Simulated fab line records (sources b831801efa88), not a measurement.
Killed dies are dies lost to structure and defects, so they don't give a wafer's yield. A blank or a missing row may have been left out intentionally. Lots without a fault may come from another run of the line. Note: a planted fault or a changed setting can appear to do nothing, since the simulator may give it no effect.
fab line records	flow sky130
[record] lots = 11	wafers = 33	last_day = 50
route steps=708 shown METAL2@503 VIA2@529 CAPM@550 METAL3@565 PAD_OPEN@708
lots untouched by any fault: they come from a run of this same line in which no faults occurred
start_h: start of the lot's first displayed wafer, in hours after the record's first day	wait_h: hours elapsed since this lot's preceding step	" same as the row above	L1.1+2: a row that stands for several wafers	- no value present, or no start provided	* or withheld: withheld	< > ~ a bound
route shown NAME@n: names a module that has steps shown in the file, with the first one's number in the route	usual: average and standard deviation across the fault-free wafers	same: alike in all rows	chamber/n: place in a boat	sites: the reading at each site	_std_site: how widely they spread, as a standard deviation	_edge_site: inner sites' mean taken away from outer sites' mean	radius_mm: how far each site lies from the wafer's centre	mask NAME#n: copy n	behind: the last tool/chamber to shape the wafer	hold: reason for holding the lot/hours on hold/outcome of the hold	device: the transistor (n, p or np) that didn't switch	end of line: the route-end tests of the same wafers	a step without rows: its recipe alone	killed: count of dies lost to structure and defects at first sort (not the wafer's yield)	map: the dies of a wafer, with x for killed, . for not killed, _ for no die there
set.NAME: the setting that was run; set.NAME@STEP: the one run at that earlier step	model.NAME: the simulator's own value behind a step, which no gauge read
the route's steps for a sample of lots (tables are steps, rows are wafers)
services: when a tool's chamber went out of use (start_h, in hours from the record's first day, below 0 if earlier), for how many hours, and the reason
[[steps]]
[step SKY_METAL2_STRIP_20]
[recipe] chemistry = O2/N2	power_w = 1400	pressure_mtorr = 1500	platen_temp_c = withheld	o2_flow_sccm = 3000	n2_flow_sccm = 300	overash_fraction = 0.5
[usual] drypump_motor_current_A = 5.5/0.47	oes_product_au = 0.342/0.0047	strip_time_to_endpoint_s = 2.66/0.04
lot.wafer	tool	chamber	start_h	wait_h	drypump_motor_current_A	oes_product_au	rf_hours_counter_h	strip_time_to_endpoint_s
L490.2	plasma_asher-03	1	813.79	0.1	5.5	0.340	98	2.58
L490.5	"	1	"	"	5.5	0.345	-	2.64
L490.6	"	0	"	"	6.1	0.341	-	2.63
L491.1	plasma_asher-03	0	818.24	0.1	6.1	0.342	99	2.70
L491.2	"	1	"	"	5.6	0.343	99	2.62
L491.3	"	0	"	"	6.1	0.340	-	2.66
L492.3	plasma_asher-03	0	830.15	0.1	6.1	0.346	-	2.66
L492.4	"	1	"	"	5.5	0.345	-	2.64
L492.5	"	1	"	"	5.5	0.345	-	2.68
L494.1	plasma_asher-04	0	848.30	0.1	5.2	0.344	73	2.60
L494.2	"	1	"	"	4.7	0.334	73	2.66
L494.5	"	1	"	"	4.7	0.338	-	2.61
L501.1	plasma_asher-04	0	907.30	0.1	5.2	0.345	79	2.69
L501.4	"	0	"	"	5.2	0.340	-	2.63
L501.6	"	0	"	"	5.2	0.348	-	2.68
L502.2	plasma_asher-01	0	917.99	0.1	5.4	0.342	17	2.68
L502.3	"	1	"	"	6.0	0.345	-	2.68
L502.6	"	1	"	"	6.0	0.340	-	2.71
L504.2	plasma_asher-04	0	924.23	0.1	5.2	0.347	80	2.67
L504.3	"	0	"	"	5.2	0.343	-	2.66
L504.6	"	0	"	"	5.2	0.341	-	2.65
L509.1	plasma_asher-04	0	962.20	0.1	5.2	0.333	84	2.60
L509.3	"	0	"	"	5.2	0.343	-	2.69
L509.4	"	1	"	"	4.7	0.344	-	2.62
L511.2	plasma_asher-04	1	970.85	0.1	4.7	0.344	85	2.70
L511.4	"	1	"	"	4.7	0.334	-	2.71
L511.5	"	0	"	"	5.2	0.351	-	2.74
L512.1	plasma_asher-03	1	978.50	0.1	5.6	0.337	114	2.56
L512.3	"	1	"	"	5.5	0.337	-	2.65
L512.5	"	0	"	"	6.1	0.335	-	2.62
L513.2	plasma_asher-01	0	987.59	0.1	5.4	0.339	24	2.70
L513.3	"	1	"	"	6.0	0.343	-	2.66
L513.6	"	1	"	"	6.0	0.344	-	2.70
[step SKY_VIA2_RS_MEAS_22]
[recipe] thk_meas_gauge = four-point-probe	reads = W_of_VIA2_CVD_21+TiN_of_VIA2_SPUTTER_20
[usual] VIA2_W_RS = 0.2730/0.0027
lot.wafer	tool	chamber	start_h	wait_h	VIA2_W_RS[ohm/sq]
L490.2	film_metro-04	-	842.92	0.1	0.2745
L490.5	"	-	"	"	0.2713
L490.6	"	-	"	"	0.2742
L491.1	film_metro-04	-	847.21	0.1	0.2724
L491.2	"	-	"	"	0.2717
L491.3	"	-	"	"	0.2733
L492.3	film_metro-04	-	858.11	0.1	0.2715
L492.4	"	-	"	"	0.2737
L492.5	"	-	"	"	0.2712
L494.1	film_metro-03	-	876.90	0.1	0.2741
L494.2	"	-	"	"	0.2734
L494.5	"	-	"	"	0.2736
L501.1	film_metro-04	-	935.37	0.1	0.2727
L501.4	"	-	"	"	0.2738
L501.6	"	-	"	"	0.2733
L502.2	film_metro-03	-	944.95	0.1	0.2745
L502.3	"	-	"	"	0.2718
L502.6	"	-	"	"	0.2742
L504.2	film_metro-04	-	951.08	0.1	0.2752
L504.3	"	-	"	"	0.2769
L504.6	"	-	"	"	0.2762
L509.1	film_metro-01	-	988.46	0.1	0.2719
L509.3	"	-	"	"	0.2727
L509.4	"	-	"	"	0.2780
L511.2	film_metro-04	-	996.61	0.1	0.2732
L511.4	"	-	"	"	0.2747
L511.5	"	-	"	"	0.2710
L512.1	film_metro-04	-	1004.02	0.1	0.2740
L512.3	"	-	"	"	0.2681
L512.5	"	-	"	"	0.2709
L513.2	film_metro-03	-	1012.59	0.1	0.2627
L513.3	"	-	"	"	0.2663
L513.6	"	-	"	"	0.2611
[step SKY_CAPM_METAL_ETCH_13]
[recipe] target_depth_nm = 220	stop_on = SiO2	chemistry = Cl2/BCl3	target = TiN	pressure_mtorr = 10	icp_w = 900	bias_w = 48.5	Cl2_flow_sccm = 60	bcl3_flow_sccm = 30	time_s = 62.9
[usual] drypump_motor_current_A = 5.48/0.28	oes_product_au = 0.938/0.0069	rf_fwd_power_W = 893/3.4	throttle_valve_pct = 21.903/0.01
lot.wafer	tool	chamber	start_h	wait_h	drypump_motor_current_A	oes_product_au	rf_fwd_power_W	rf_hours_counter_h	throttle_valve_pct
L490.2	rie_metal-04	1	869.55	0.0	5.09	0.951	893	14	21.887
L490.5	"	0	"	"	5.87	0.955	889	-	21.894
L490.6	"	1	"	"	5.07	0.942	894	-	21.913
L491.1	rie_metal-03	0	874.59	0.0	5.38	0.924	897	10	21.907
L491.2	"	0	"	"	5.39	0.944	892	-	21.906
L491.3	"	0	"	"	5.39	0.947	891	-	21.899
L492.3	rie_metal-03	0	884.72	0.0	5.39	0.935	896	-	21.910
L492.4	"	1	"	"	5.58	0.930	890	-	21.907
L492.5	"	1	"	"	5.57	0.933	888	-	21.908
L494.1	rie_metal-01	0	902.99	0.0	5.09	0.934	892	8	21.890
L494.2	"	1	"	"	6.01	0.936	895	2	21.902
L494.5	"	1	"	"	6.01	0.936	894	-	21.898
L501.1	rie_metal-03	0	959.49	0.0	5.38	0.920	754	14	21.927
L501.4	"	0	"	"	5.39	0.921	753	-	21.915
L501.6	"	1	"	"	5.62	0.922	745	-	21.926
L502.2	rie_metal-03	0	970.54	0.0	5.39	0.922	747	15	21.909
L502.3	"	1	"	"	5.56	0.931	742	-	21.908
L502.6	"	0	"	"	5.40	0.928	747	-	21.899
L504.2	rie_metal-04	1	975.22	0.0	5.10	0.944	897	-	21.912
L504.3	"	1	"	"	5.11	0.936	896	-	21.878
L504.6	"	1	"	"	5.10	0.932	895	-	21.936
L509.1	rie_metal-04	0	1011.89	0.0	5.88	0.941	893	15	21.902
L509.3	"	0	"	"	5.88	0.939	894	-	21.907
L509.4	"	0	"	"	5.87	0.946	888	-	21.889
L511.2	rie_metal-04	1	1020.04	0.0	5.11	0.932	893	21	21.895
L511.4	"	1	"	"	5.10	0.942	894	-	21.897
L511.5	"	0	"	"	5.86	0.944	889	-	21.887
L512.1	rie_metal-04	1	1027.65	0.0	5.12	0.928	893	22	21.902
L512.3	"	0	"	"	5.88	0.936	888	-	21.906
L512.5	"	0	"	"	5.88	0.942	888	-	21.904
L513.2	rie_metal-03	0	1035.30	0.1	5.41	0.941	894	21	21.920
L513.3	"	0	"	"	5.39	0.933	896	-	21.892
L513.6	"	1	"	"	5.59	0.938	894	-	21.895
[step SKY_CAPM_STRIP_14]
[recipe] chemistry = O2/N2	power_w = 1400	pressure_mtorr = 1500	platen_temp_c = withheld	o2_flow_sccm = 3000	n2_flow_sccm = 300	overash_fraction = 0.5
[usual] drypump_motor_current_A = 5.5/0.43	oes_product_au = 0.711/0.0044	strip_time_to_endpoint_s = 12.65/0.05
lot.wafer	tool	chamber	start_h	wait_h	drypump_motor_current_A	oes_product_au	rf_hours_counter_h	strip_time_to_endpoint_s
L490.2	plasma_asher-04	1	869.62	0.1	4.7	0.718	75	12.70
L490.5	"	1	"	"	4.7	0.710	-	12.62
L490.6	"	0	"	"	5.2	0.710	-	12.72
L491.1	plasma_asher-03	0	874.75	0.1	6.1	0.710	104	12.62
L491.2	"	1	"	"	5.6	0.711	104	12.62
L491.3	"	0	"	"	6.1	0.705	-	12.60
L492.3	plasma_asher-04	0	884.80	0.1	5.2	0.711	-	12.70
L492.4	"	1	"	"	4.7	0.713	-	12.59
L492.5	"	0	"	"	5.2	0.704	-	12.60
L494.1	plasma_asher-04	0	903.07	0.1	5.2	0.717	78	12.68
L494.2	"	1	"	"	4.7	0.695	78	12.73
L494.5	"	1	"	"	4.7	0.714	-	12.68
L501.1	plasma_asher-03	0	959.57	0.1	6.1	0.715	112	12.84
L501.4	"	1	"	"	5.5	0.712	-	12.81
L501.6	"	0	"	"	6.1	0.711	-	12.82
L502.2	plasma_asher-03	1	970.62	0.1	5.5	0.716	113	12.81
L502.3	"	0	"	"	6.0	0.704	-	12.83
L502.6	"	1	"	"	5.5	0.713	-	12.84
L504.2	plasma_asher-03	0	975.35	0.1	6.1	0.707	114	12.69
L504.3	"	0	"	"	6.1	0.704	-	12.68
L504.6	"	1	"	"	5.5	0.721	-	12.68
L509.1	plasma_asher-03	0	1012.05	0.1	6.1	0.707	118	12.66
L509.3	"	0	"	"	6.1	0.709	-	12.63
L509.4	"	1	"	"	5.5	0.714	-	12.69
L511.2	plasma_asher-02	0	1020.12	0.1	5.5	0.706	59	12.70
L511.4	"	0	"	"	5.5	0.713	-	12.73
L511.5	"	0	"	"	5.5	0.705	-	12.68
L512.1	plasma_asher-03	1	1027.72	0.1	5.5	0.710	119	12.67
L512.3	"	1	"	"	5.5	0.712	-	12.69
L512.5	"	1	"	"	5.5	0.714	-	12.65
L513.2	plasma_asher-02	1	1035.38	0.1	5.7	0.716	60	12.65
L513.3	"	1	"	"	5.7	0.705	-	12.67
L513.6	"	1	"	"	5.7	0.711	-	12.62
[step SKY_METAL3_DESCUM_15]
[recipe] chemistry = O2	source_power_w = 150	bias_power_w = 0	pressure_mtorr = 10	temp_c = 40	time_s = 8
[usual] drypump_motor_current_A = 5.7/0.43	oes_product_au = 1.008/0.011	temp_c = 40.00/0.098
lot.wafer	tool	chamber	start_h	wait_h	drypump_motor_current_A	oes_product_au	rf_hours_counter_h	temp_c
L490.2	rie_metal-03	0	895.26	0.0	5.4	1.006	12	39.80
L490.5	"	0	"	"	5.4	0.986	-	39.91
L490.6	"	1	"	"	5.6	1.010	-	39.75
L491.1	rie_metal-03	0	901.06	0.0	5.4	1.014	12	39.89
L491.2	"	1	"	"	5.6	1.018	1	40.03
L491.3	"	0	"	"	5.4	0.993	-	39.92
L492.3	rie_metal-04	0	910.68	0.0	5.9	1.014	-	39.95
L492.4	"	1	"	"	5.1	0.992	-	39.91
L492.5	"	1	"	"	5.1	0.987	-	40.03
L494.1	rie_metal-04	0	928.81	0.0	5.9	1.014	12	39.90
L494.2	"	1	"	"	5.1	0.989	17	39.95
L494.5	"	1	"	"	5.1	0.997	-	39.94
L501.1	rie_metal-04	1	984.11	0.0	5.1	0.990	20	40.18
L501.4	"	1	"	"	5.1	0.988	-	40.02
L501.6	"	1	"	"	5.1	0.984	-	39.98
L502.2	rie_metal-03	1	995.31	0.0	5.6	1.018	7	39.93
L502.3	"	0	"	"	5.4	1.009	-	39.98
L502.6	"	1	"	"	5.6	1.020	-	39.93
L504.2	rie_metal-03	1	999.11	0.0	5.6	1.018	8	39.97
L504.3	"	0	"	"	5.4	1.021	-	40.10
L504.6	"	0	"	"	5.4	1.018	-	40.05
L509.1	rie_metal-03	0	1035.17	0.0	5.4	1.013	21	40.01
L509.3	"	1	"	"	5.6	1.020	-	40.09
L509.4	"	0	"	"	5.4	1.009	-	40.02
L511.2	rie_metal-02	0	1043.36	0.0	6.5	0.990	3	40.02
L511.4	"	0	"	"	6.5	0.986	-	39.98
L511.5	"	1	"	"	6.0	1.008	-	40.17
L512.1	rie_metal-03	0	1051.05	0.0	5.4	1.002	22	40.13
L512.3	"	0	"	"	5.4	1.005	-	40.13
L512.5	"	1	"	"	5.6	1.013	-	40.12
L513.2	rie_metal-02	1	1057.97	0.0	6.0	1.011	12	39.98
L513.3	"	1	"	"	6.0	1.014	-	40.10
L513.6	"	0	"	"	6.5	0.997	-	40.04
[step SKY_PAD_OPEN_PROBE_99]
[usual] defect_limited_yield = 82.5/1.8	killed_at_M0_to_M3 = 42/6.6	killed_at_M4_up = 3.0/1.8	killed_at_contacts = 25/5.1	killed_at_front_end = 15/4.4	killed_at_other = 0.3/0.56	killed_dies = 86/8.6	killed_open = 47/6.9	killed_short = 38/6
[same] gross_dies = 492	killed_at_back_side = 0
lot.wafer	tool	chamber	start_h	wait_h	defect_limited_yield[%]	killed_at_M0_to_M3	killed_at_M4_up	killed_at_contacts	killed_at_front_end	killed_at_other	killed_dies	killed_open	killed_short
L490.2	prober-01	-	1068.52	0.1	81.3	44	6	21	21	0	92	51	41
L490.5	prober-01	-	1068.67	0.2	83.7	35	4	25	16	0	80	47	33
L490.6	prober-01	-	1068.72	0.2	82.3	43	2	27	14	1	87	58	29
L491.1	prober-02	-	1074.53	0.1	85.0	26	4	24	20	0	74	39	33
L491.2	prober-02	-	1074.58	0.1	80.3	54	1	30	12	0	97	52	44
L491.3	prober-02	-	1074.63	0.2	84.8	31	1	34	9	0	75	42	33
L492.3	prober-01	-	1081.33	0.2	80.5	53	5	27	11	0	96	51	45
L492.4	prober-01	-	1081.38	0.2	82.7	44	4	24	13	0	85	47	38
L492.5	prober-01	-	1081.43	0.2	81.9	43	5	25	16	0	89	43	46
L494.1	prober-01	-	1097.57	0.1	78.9	50	6	32	16	0	104	56	48
L494.2	prober-01	-	1097.62	0.1	82.9	43	3	24	13	1	84	40	44
L494.5	prober-01	-	1097.77	0.2	84.3	40	5	24	8	0	77	37	39
L501.1	prober-02	-	1143.53	0.1	82.9	34	4	23	23	0	84	34	49
L501.4	prober-02	-	1143.68	0.2	82.3	50	1	25	11	0	87	45	41
L501.6	prober-02	-	1143.78	0.2	82.7	44	6	24	11	0	85	40	45
L502.2	prober-01	-	1151.73	0.1	80.5	48	2	26	19	1	96	45	51
L502.3	prober-01	-	1151.78	0.2	80.3	41	3	37	16	0	97	52	45
L502.6	prober-01	-	1151.93	0.2	80.7	44	2	26	23	0	95	45	50
L504.2	prober-01	-	1154.13	0.1	80.9	42	1	30	21	0	94	61	32
L504.3	prober-01	-	1154.18	0.2	85.2	39	6	19	9	0	73	39	33
L504.6	prober-01	-	1154.33	0.2	85.6	38	2	16	15	0	71	45	25
L509.1	prober-02	-	1181.87	0.1	82.5	44	2	20	19	1	86	52	33
L509.3	prober-02	-	1181.97	0.2	84.8	26	1	32	16	0	75	41	34
L509.4	prober-02	-	1182.02	0.2	83.5	41	1	21	18	0	81	45	35
L511.2	prober-02	-	1187.64	0.1	80.5	47	2	31	16	0	96	50	46
L511.4	prober-02	-	1187.74	0.2	85.6	36	1	20	13	1	71	35	36
L511.5	prober-02	-	1187.79	0.2	79.3	54	1	32	15	0	102	63	39
L512.1	prober-01	-	1194.63	0.1	83.1	47	4	17	15	0	83	52	31
L512.3	prober-01	-	1194.73	0.2	83.9	41	2	23	13	0	79	42	37
L512.5	prober-01	-	1194.83	0.2	81.7	44	3	29	12	2	90	48	42
L513.2	prober-02	-	1198.58	0.1	82.3	45	7	25	9	1	87	49	38
L513.3	prober-02	-	1198.63	0.2	80.1	42	5	36	15	0	98	56	42
L513.6	prober-02	-	1198.78	0.2	84.3	43	1	20	13	0	77	47	30
// killed by level:class
L490.2 VIA1:geometric_particle:open=14 FIELD_ISO:geometric_particle:short=9 CONTACT:geometric_particle:open=9 LI_CONTACT:geometric_particle:open=6 VIA2:geometric_particle:open=6 POLY_GATE:geometric_particle:short=5 VIA3:geometric_particle:short=5 FIELD_ISO:geometric_particle:open=4
L490.5 CONTACT:geometric_particle:open=13 VIA1:geometric_particle:open=10 FIELD_ISO:geometric_particle:short=7 METAL1:geometric_particle:short=7 LI_CONTACT:geometric_particle:open=6 POLY_GATE:geometric_particle:open=4 VIA3:geometric_particle:open=4 VIA1:geometric_particle:short=3
L490.6 VIA1:geometric_particle:open=20 CONTACT:geometric_particle:open=12 LI_CONTACT:geometric_particle:open=7 VIA3:geometric_particle:open=6 LOCAL_INTERCONNECT:geometric_particle:short=4 VIA1:geometric_particle:short=4 VIA2:geometric_particle:open=4 FIELD_ISO:geometric_particle:short=3
L491.1 CONTACT:geometric_particle:open=8 FIELD_ISO:geometric_particle:short=5 FIELD_ISO:geometric_particle:open=5 CONTACT:geometric_particle:short=5 POLY_GATE:geometric_particle:short=5 LOCAL_INTERCONNECT:geometric_particle:short=5 VIA1:geometric_particle:open=5 VIA3:geometric_particle:open=4
L491.2 VIA3:geometric_particle:open=11 LI_CONTACT:geometric_particle:open=9 VIA2:geometric_particle:open=9 VIA1:geometric_particle:open=8 CONTACT:geometric_particle:open=7 METAL1:geometric_particle:short=7 METAL2:geometric_particle:short=6 POLY_GATE:geometric_particle:short=5
L491.3 LI_CONTACT:geometric_particle:open=11 CONTACT:geometric_particle:open=9 VIA1:geometric_particle:open=7 LOCAL_INTERCONNECT:geometric_particle:short=6 LI_CONTACT:geometric_particle:short=5 VIA2:geometric_particle:open=5 METAL1:geometric_particle:short=4 METAL2:geometric_particle:short=3
L492.3 VIA1:geometric_particle:open=13 CONTACT:geometric_particle:open=10 METAL3:geometric_particle:short=6 LI_CONTACT:geometric_particle:open=5 METAL1:geometric_particle:short=5 VIA3:geometric_particle:open=5 VIA1:geometric_particle:short=4 LI_CONTACT:geometric_particle:short=4
L492.4 VIA1:geometric_particle:open=13 CONTACT:geometric_particle:open=8 METAL1:geometric_particle:short=6 VIA3:geometric_particle:open=6 CONTACT:geometric_particle:short=6 LOCAL_INTERCONNECT:geometric_particle:short=5 METAL2:geometric_particle:short=5 LI_CONTACT:geometric_particle:open=4
L492.5 CONTACT:geometric_particle:open=12 VIA1:geometric_particle:open=7 METAL1:geometric_particle:short=6 VIA2:geometric_particle:open=6 POLY_GATE:geometric_particle:open=5 CONTACT:geometric_particle:short=5 VIA1:geometric_particle:short=5 METAL2:geometric_particle:short=5
L494.1 CONTACT:geometric_particle:open=12 VIA2:geometric_particle:open=8 LI_CONTACT:geometric_particle:open=7 LOCAL_INTERCONNECT:geometric_particle:short=7 METAL2:geometric_particle:short=7 POLY_GATE:geometric_particle:open=6 METAL3:geometric_particle:short=6 VIA3:geometric_particle:open=6
L494.2 CONTACT:geometric_particle:open=8 VIA2:geometric_particle:open=8 VIA1:geometric_particle:open=8 VIA3:geometric_particle:open=7 CONTACT:geometric_particle:short=6 FIELD_ISO:geometric_particle:short=5 LOCAL_INTERCONNECT:geometric_particle:short=5 METAL1:geometric_particle:short=4
L494.5 LI_CONTACT:geometric_particle:open=10 METAL1:geometric_particle:short=8 VIA1:geometric_particle:open=7 METAL2:geometric_particle:short=6 CONTACT:geometric_particle:open=5 VIA2:geometric_particle:short=5 LOCAL_INTERCONNECT:geometric_particle:short=4 METAL2:geometric_particle:open=4
L501.1 FIELD_ISO:geometric_particle:short=9 VIA1:geometric_particle:open=9 POLY_GATE:geometric_particle:short=8 CONTACT:geometric_particle:short=8 LI_CONTACT:geometric_particle:open=5 VIA3:geometric_particle:open=5 CONTACT:geometric_particle:open=5 METAL2:geometric_particle:short=5
L501.4 VIA1:geometric_particle:open=10 LI_CONTACT:geometric_particle:open=8 VIA3:geometric_particle:open=8 METAL2:geometric_particle:short=7 LOCAL_INTERCONNECT:geometric_particle:short=6 CONTACT:geometric_particle:open=6 VIA2:geometric_particle:open=6 VIA1:geometric_particle:short=6
L501.6 VIA2:geometric_particle:open=9 VIA1:geometric_particle:open=8 LI_CONTACT:geometric_particle:open=6 CONTACT:geometric_particle:open=6 VIA2:geometric_particle:short=6 CONTACT:geometric_particle:short=5 VIA3:geometric_particle:short=5 VIA1:geometric_particle:short=4
L502.2 VIA1:geometric_particle:open=10 CONTACT:geometric_particle:short=9 CONTACT:geometric_particle:open=9 VIA2:geometric_particle:open=8 METAL1:geometric_particle:short=6 VIA1:geometric_particle:short=6 METAL2:geometric_particle:short=6 POLY_GATE:geometric_particle:open=5
L502.3 CONTACT:geometric_particle:open=15 FIELD_ISO:geometric_particle:open=8 LI_CONTACT:geometric_particle:open=8 METAL1:geometric_particle:short=8 CONTACT:geometric_particle:short=7 VIA1:geometric_particle:open=6 VIA2:geometric_particle:short=6 VIA2:geometric_particle:open=6
L502.6 CONTACT:geometric_particle:open=10 VIA1:geometric_particle:open=10 CONTACT:geometric_particle:short=9 VIA1:geometric_particle:short=8 FIELD_ISO:geometric_particle:short=6 VIA3:geometric_particle:open=6 POLY_GATE:geometric_particle:short=5 LI_CONTACT:geometric_particle:open=4
L504.2 CONTACT:geometric_particle:open=12 VIA1:geometric_particle:open=12 LI_CONTACT:geometric_particle:open=11 POLY_GATE:geometric_particle:open=7 VIA3:geometric_particle:open=7 METAL2:geometric_particle:short=5 FIELD_ISO:geometric_particle:short=4 FIELD_ISO:geometric_particle:open=4
L504.3 VIA1:geometric_particle:open=13 CONTACT:geometric_particle:open=8 VIA2:geometric_particle:open=6 FIELD_ISO:geometric_particle:short=4 METAL4:geometric_particle:short=4 VIA3:geometric_particle:short=4 FIELD_ISO:geometric_particle:open=3 LI_CONTACT:geometric_particle:open=3
L504.6 VIA3:geometric_particle:open=10 VIA1:geometric_particle:open=9 VIA2:geometric_particle:open=7 METAL2:geometric_particle:short=5 LI_CONTACT:geometric_particle:open=5 LOCAL_INTERCONNECT:geometric_particle:short=5 CONTACT:geometric_particle:open=5 FIELD_ISO:geometric_particle:open=4
L509.1 VIA1:geometric_particle:open=11 POLY_GATE:geometric_particle:open=7 VIA3:geometric_particle:open=7 LI_CONTACT:geometric_particle:open=6 CONTACT:geometric_particle:open=6 METAL1:geometric_particle:short=6 VIA3:geometric_particle:short=6 VIA2:geometric_particle:open=5
L509.3 CONTACT:geometric_particle:open=13 CONTACT:geometric_particle:short=6 VIA3:geometric_particle:open=6 FIELD_ISO:geometric_particle:open=5 LI_CONTACT:geometric_particle:open=5 VIA1:geometric_particle:open=5 POLY_GATE:geometric_particle:short=4 LOCAL_INTERCONNECT:geometric_particle:short=4
L509.4 VIA1:geometric_particle:open=7 FIELD_ISO:geometric_particle:open=6 LOCAL_INTERCONNECT:geometric_particle:short=6 VIA3:geometric_particle:short=6 VIA1:geometric_particle:short=6 LI_CONTACT:geometric_particle:open=5 VIA2:geometric_particle:open=5 CONTACT:geometric_particle:open=5
L511.2 VIA1:geometric_particle:open=10 LI_CONTACT:geometric_particle:open=9 CONTACT:geometric_particle:open=8 VIA3:geometric_particle:open=8 FIELD_ISO:geometric_particle:short=7 CONTACT:geometric_particle:short=6 VIA2:geometric_particle:open=5 METAL2:geometric_particle:short=5
L511.4 VIA1:geometric_particle:open=10 CONTACT:geometric_particle:open=7 METAL1:geometric_particle:short=6 VIA2:geometric_particle:open=6 CONTACT:geometric_particle:short=5 LOCAL_INTERCONNECT:geometric_particle:short=5 FIELD_ISO:geometric_particle:short=4 METAL2:geometric_particle:short=4
L511.5 VIA1:geometric_particle:open=13 CONTACT:geometric_particle:open=12 VIA2:geometric_particle:open=10 LI_CONTACT:geometric_particle:open=7 VIA3:geometric_particle:open=7 CONTACT:geometric_particle:short=7 METAL2:geometric_particle:short=7 FIELD_ISO:geometric_particle:open=6
L512.1 VIA1:geometric_particle:open=14 VIA2:geometric_particle:open=11 CONTACT:geometric_particle:open=6 POLY_GATE:geometric_particle:open=6 VIA3:geometric_particle:open=6 LOCAL_INTERCONNECT:geometric_particle:short=5 METAL2:geometric_particle:short=5 FIELD_ISO:geometric_particle:open=4
L512.3 CONTACT:geometric_particle:open=11 VIA3:geometric_particle:open=7 VIA1:geometric_particle:open=6 VIA1:geometric_particle:short=6 LOCAL_INTERCONNECT:geometric_particle:short=5 METAL2:geometric_particle:short=5 VIA2:geometric_particle:open=5 POLY_GATE:geometric_particle:short=4
L512.5 VIA1:geometric_particle:open=11 CONTACT:geometric_particle:open=9 VIA3:geometric_particle:open=8 CONTACT:geometric_particle:short=8 VIA2:geometric_particle:short=6 VIA2:geometric_particle:open=5 POLY_GATE:geometric_particle:short=4 LI_CONTACT:geometric_particle:open=4
L513.2 VIA1:geometric_particle:open=10 CONTACT:geometric_particle:open=9 VIA3:geometric_particle:open=8 VIA2:geometric_particle:open=7 LI_CONTACT:geometric_particle:open=6 METAL4:geometric_particle:short=6 VIA2:geometric_particle:short=6 VIA1:geometric_particle:short=5
L513.3 VIA1:geometric_particle:open=12 LI_CONTACT:geometric_particle:open=9 CONTACT:geometric_particle:open=9 CONTACT:geometric_particle:short=7 VIA2:geometric_particle:open=7 VIA3:geometric_particle:open=6 LI_CONTACT:geometric_particle:short=5 LOCAL_INTERCONNECT:geometric_particle:short=5
L513.6 VIA1:geometric_particle:open=16 CONTACT:geometric_particle:open=10 VIA1:geometric_particle:short=6 LI_CONTACT:geometric_particle:open=5 FIELD_ISO:geometric_particle:open=4 FIELD_ISO:geometric_particle:short=4 METAL1:geometric_particle:short=4 LOCAL_INTERCONNECT:geometric_particle:short=3
[[services]]
tool	chamber	start_h	hours	kind
rie_metal-03	1	861.91	-	clean
rie_metal-03	1	861.91	14.5	scheduled_down
rie_metal-03	1	861.91	14.5	vent_cycle
rie_metal-02	-	861.96	14.6	pm
rie_metal-02	1	876.56	-	clean
rie_metal-02	1	876.56	22.4	scheduled_down
rie_metal-02	1	876.56	22.4	vent_cycle
plasma_asher-03	-	881.01	1.7	repair
rie_metal-02	-	884.19	5.3	repair
plasma_asher-04	-	897.69	3.1	repair
rie_metal-02	-	898.65	2.8	pm
rie_metal-03	-	911.11	2.8	pm
rie_metal-01	0	912.01	19.8	repair
plasma_asher-01	-	915.56	1.0	repair
rie_metal-04	0	957.42	42.1	repair
rie_metal-01	-	974.02	67.0	repair
rie_metal-02	0	975.54	-	clean
rie_metal-02	0	975.54	25.9	scheduled_down
rie_metal-04	1	989.51	25.2	repair
plasma_asher-03	-	1015.61	2.8	pm
rie_metal-04	0	1035.71	12.6	repair
rie_metal-01	-	1041.07	1.4	pm
plasma_asher-01	-	1041.87	2.8	pm
plasma_asher-03	-	1053.02	14.6	pm
[[key]]
[first_sign] step = SKY_CAPM_METAL_ETCH_13	reading = rf_fwd_power_W	direction = down	sigmas = 43	usual = 893	struck = 748
[effect] step = SKY_CAPM_METAL_ETCH_13	reading = oes_product_au	direction = down	sigmas = 2.1	usual = 0.938	struck = 0.924	wafers_moved = 1
[effect] step = SKY_CAPM_STRIP_14	reading = strip_time_to_endpoint_s	direction = up	sigmas = 3.5	usual = *	struck = *
met_at SKY_CAPM_METAL_ETCH_13
struck_lots L501,L502
not_acting_at SKY_METAL2_STRIP_20,SKY_VIA2_RS_MEAS_22,SKY_METAL3_DESCUM_15
onset_between 884.72 959.49
[fault] kind = process_parameter_drift	tool = rie_metal-03	chamber = -	onset_h = 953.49	steps = SKY_CAPM_METAL_ETCH_13	channel = icp_w	offset = -144	shape = step	end_h = 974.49	acts_in = these_recipes_only	stated = 900
